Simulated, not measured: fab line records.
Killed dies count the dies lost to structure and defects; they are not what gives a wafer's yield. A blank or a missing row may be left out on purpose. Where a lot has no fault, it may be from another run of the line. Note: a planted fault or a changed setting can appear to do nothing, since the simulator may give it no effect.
Which tool is to blame? | flow sky130 | 18 wafers from 6 lots sampled at 2 of the route's 708 steps

WHAT THE GAUGES READ, wafer by wafer
SKY_LOCAL_INTERCONNECT_CD_MEAS_11 targets a cd of 170 nm.
lot  | measured     | on        | cd_nm (nm)
L465 | day 31 12:22 | cd_sem-02 | 171.7 169.3 171.0
L466 | day 31 13:55 | cd_sem-02 | 171.1 169.9 170.0
L471 | day 33 14:52 | cd_sem-02 | 169.8 169.7 169.9
L473 | day 34 00:50 | cd_sem-01 | 170.1 171.1 171.0
L481 | day 36 01:16 | cd_sem-02 | 169.8 168.9 168.8
L486 | day 37 13:49 | cd_sem-01 | 169.0 170.9 170.2

WHAT TOOL EACH LOT RAN ON (gives the tool, then ch and the chambers of the sampled wafers, and finally the start)
lot  | SKY_LDD_LDN_IMPLANT_08
L465 | implanter-03 ch 0, day 24 01:19
L466 | implanter-02 ch 0, day 24 03:31
L471 | implanter-02 ch 0, day 26 06:55
L473 | implanter-02 ch 0, day 26 19:25
L481 | implanter-01 ch 0, day 28 23:20
L486 | implanter-02 ch 0, day 30 17:49
- SKY_LDD_LDN_IMPLANT_08

THE ANSWER, worked out from the rows above alone
Rule: what is usual is taken from the lots themselves. The widest of any qualifying gaps counts: lots, ordered by their means at a reading, are off when they make up no more than a third of the lots, leave a main group of 4 or more, and stand apart from it by 3 or more times the standard deviation of that group's means. A main group whose means are all the same, to the digits that the tables above print for the reading, isn't used. Also off: a lot with no number at a reading for which 4 or more lots have one. All remaining lots with rows at the step are treated as sound.
Nothing can be told from this: no lot is off at any reading shown.

WHAT THE SIMULATOR PUT IN
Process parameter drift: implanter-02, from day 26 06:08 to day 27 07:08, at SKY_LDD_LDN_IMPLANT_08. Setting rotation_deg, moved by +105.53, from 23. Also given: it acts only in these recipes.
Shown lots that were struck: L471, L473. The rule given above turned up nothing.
